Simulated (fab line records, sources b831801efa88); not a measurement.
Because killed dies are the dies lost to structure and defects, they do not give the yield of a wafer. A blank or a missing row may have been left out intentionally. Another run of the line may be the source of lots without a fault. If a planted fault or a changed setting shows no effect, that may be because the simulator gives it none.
Comparing a struck lot with a sound one :: flow sfq-line :: 28 steps out of a route of 325
Sound: wafers L734.2, L734.4, L734.5. Struck: wafers L736.4, L736.5 (left out: L736.1, a lot-mate that was not struck); the cause follows at the end.
For every step that has rows: the tool of each side, followed by ch and its chambers, followed by its first start. Under that, the readings that differ: sound wafers :: struck wafers :: difference of the means :: sigmas: that difference in standard deviations of wafers without a fault.
alike: a reading whose means differ by less than 2 such deviations, as well as words and numbers matching on both sides. not compared: withheld readings; readings where some wafer has no value; bounds like >300 that might hide an equal value; numbers whose values overlap and for which the record gives no deviation.
The two part at a step that has a row with sigmas, a row that says differs or no value, or rows on one side only. When numbers do not overlap yet have no deviation, they are printed without sigmas and do not part them. A reading missing from all wafers of one side parts the sides only when that side holds two or more wafers.

first, 6 steps without rows for these wafers: SFQ_TRILAYER_M2_LITHO_COAT_062 (resist thk 62 nm); SFQ_TRILAYER_M2_LITHO_COAT_057 (resist thk 600 nm); SFQ_TRILAYER_M2_LITHO_SOFTBAKE_061; SFQ_TRILAYER_M2_LITHO_EXPOSE_058 (exposes mask M2, target cd 500 nm); SFQ_TRILAYER_M2_LITHO_PEB_060 (peb time 60 s); SFQ_TRILAYER_M2_LITHO_DEVELOP_059 (time 60 s).
SFQ_M2_OVL_MEAS_916:
  sound on overlay-02 at day 33 18:10; struck on overlay-01 at day 35 09:02
  alike: M2_OVL
SFQ_TRILAYER_M2_BARC_OPEN_METAL_ETCH_077: etches BARC in O2, target depth 125 nm, time 41.7 s.
  sound on rie-metal-01 ch 0,1, day 33 18:11; struck on rie-metal-02 ch 0,1, day 35 09:05
  alike: drypump-motor-current-A, oes-product-au
  not compared: rf-hours-counter-h
SFQ_TRILAYER_M2_ETCH_METAL_ETCH_060: etches Nb in Cl2/Ar, stops on SiO2, target depth 240 nm, time 120 s.
  sound on rie-metal-01 ch 0,1, day 33 18:15; struck on rie-metal-02 ch 0,1, day 35 09:08
  alike: drypump-motor-current-A, oes-product-au
  not compared: rf-hours-counter-h
SFQ_TRILAYER_M2_STRIP_STRIP_061: strips in O2.
  sound on rie-metal-01 ch 0,1, day 33 18:23; struck on rie-metal-02 ch 0,1, day 35 09:16
  alike: drypump-motor-current-A, oes-product-au
  not compared: rf-hours-counter-h
then, 1 step without rows for these wafers: SFQ_TRILAYER_M2_STRIP_SOLV_CLEAN_062 (cleans in NMP, time 600 s).
SFQ_TRILAYER_I2_DEP_PECVD_063: deposits SiO2 from SiH4/N2O, time 111.11 s, target thk 500 nm.
  sound on pecvd-01 ch 1,2, day 33 19:09; struck on pecvd-01 ch 1,2, day 35 10:02
  alike: heater-power-w, throttle-valve-pct
SFQ_TRILAYER_I2_CMP_CMP_064: polishes SiO2.
  sound on cmp-02 ch 0,1, day 33 20:26; struck on cmp-02 ch 1, day 35 17:56
reading: time-to-endpoint-s (s)
sound: 201 219 211
struck: 197 192
difference: -16
sigmas: -2

reading: model.SiO2_of_TRILAYER_I2_DEP_PECVD_063.thk-nm (nm)
sound: 198.8 199.3 199.2
struck: 217.4 217.7
difference: +18.5
sigmas: 
  alike: motor-current-A
SFQ_I2_BOW_MEAS_917:
  sound on film-metro-02 at day 33 23:27; struck on film-metro-01 at day 35 20:26
  alike: I2_BOW
SFQ_TRILAYER_I2_METRO_MEASURE_065:
  sound on film-metro-02 at day 33 23:45; struck on film-metro-01 at day 35 20:33
reading: thk-nm (nm)
sound: 198.8 199.4 199.3
struck: 217.3 217.7
difference: +18.3
sigmas: +19
then, 6 steps without rows for these wafers: SFQ_TRILAYER_I2_VIA_LITHO_COAT_072 (resist thk 62 nm); SFQ_TRILAYER_I2_VIA_LITHO_COAT_067 (resist thk 650 nm); SFQ_TRILAYER_I2_VIA_LITHO_SOFTBAKE_071; SFQ_TRILAYER_I2_VIA_LITHO_EXPOSE_068 (exposes mask I2, target cd 500 nm); SFQ_TRILAYER_I2_VIA_LITHO_PEB_070 (peb time 60 s); SFQ_TRILAYER_I2_VIA_LITHO_DEVELOP_069 (time 60 s).
-- the record jumps here: 5 days lie between the struck wafers' starts before and after --
SFQ_I2_OVL_MEAS_918:
  sound on overlay-02 at day 39 06:22; struck on overlay-01 at day 41 05:10
  alike: I2_OVL
then, 1 step without rows for these wafers: SFQ_TRILAYER_I2_VIA_BARC_OPEN_VIA_ETCH_096 (etches BARC in O2, target depth 125 nm, time 41.7 s).
SFQ_TRILAYER_I2_VIA_ETCH_VIA_ETCH_070: etches SiO2 in CHF3, stops on Nb, target depth 260 nm.
  sound on rie-diel-02 ch 1,2,3, day 39 06:26; struck on rie-diel-03 ch 1,3, day 41 05:14
reading: oes-product-au (a.u.)
sound: 0.854 0.853 0.858
struck: 0.890 0.899
difference: +0.040
sigmas: +8

reading: model.I2.feature-depth-nm (nm)
sound: 198.8 199.3 199.2
struck: 217.4 217.7
difference: +18.5
sigmas: 

reading: model.etch.depth-nm (nm)
sound: 198.8 199.3 199.2
struck: 217.4 217.7
difference: +18.5
sigmas: 
  alike: drypump-motor-current-A
then, 2 steps without rows for these wafers: SFQ_TRILAYER_I2_VIA_STRIP_STRIP_071 (strips in O2); SFQ_TRILAYER_I2_VIA_STRIP_SOLV_CLEAN_072 (cleans in NMP, time 600 s).
SFQ_TRILAYER_M3_DEP_PRE_CLEAN_074: time 22.5 s.
  sound on pvd-sputter-05 at day 39 07:20; struck on pvd-sputter-05 at day 41 06:08
reading: model.SiO2_of_TRILAYER_I2_DEP_PECVD_063.thk-nm (nm)
sound: 191.3 191.8 191.7
struck: 209.9 210.2
difference: +18.5
sigmas: 
SFQ_TRILAYER_M3_DEP_SPUTTER_073: material Nb, target thk 200 nm, time 133.3 s.
  sound on pvd-sputter-05 at day 39 07:22; struck on pvd-sputter-05 at day 41 06:10
  alike: base-pressure-pa, substrate-temp-c, throttle-valve-pct

== WHERE THEY PART ==
At SFQ_TRILAYER_I2_CMP_CMP_064 first; at SFQ_TRILAYER_I2_VIA_ETCH_VIA_ETCH_070 last (within this record only). Later steps at which nothing parts them and some readings are alike: SFQ_TRILAYER_M3_DEP_SPUTTER_073.

WHY: what had been put in by the simulator
cmp-02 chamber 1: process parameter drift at SFQ_TRILAYER_I2_CMP_CMP_064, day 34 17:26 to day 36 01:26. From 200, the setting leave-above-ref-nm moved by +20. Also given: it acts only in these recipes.
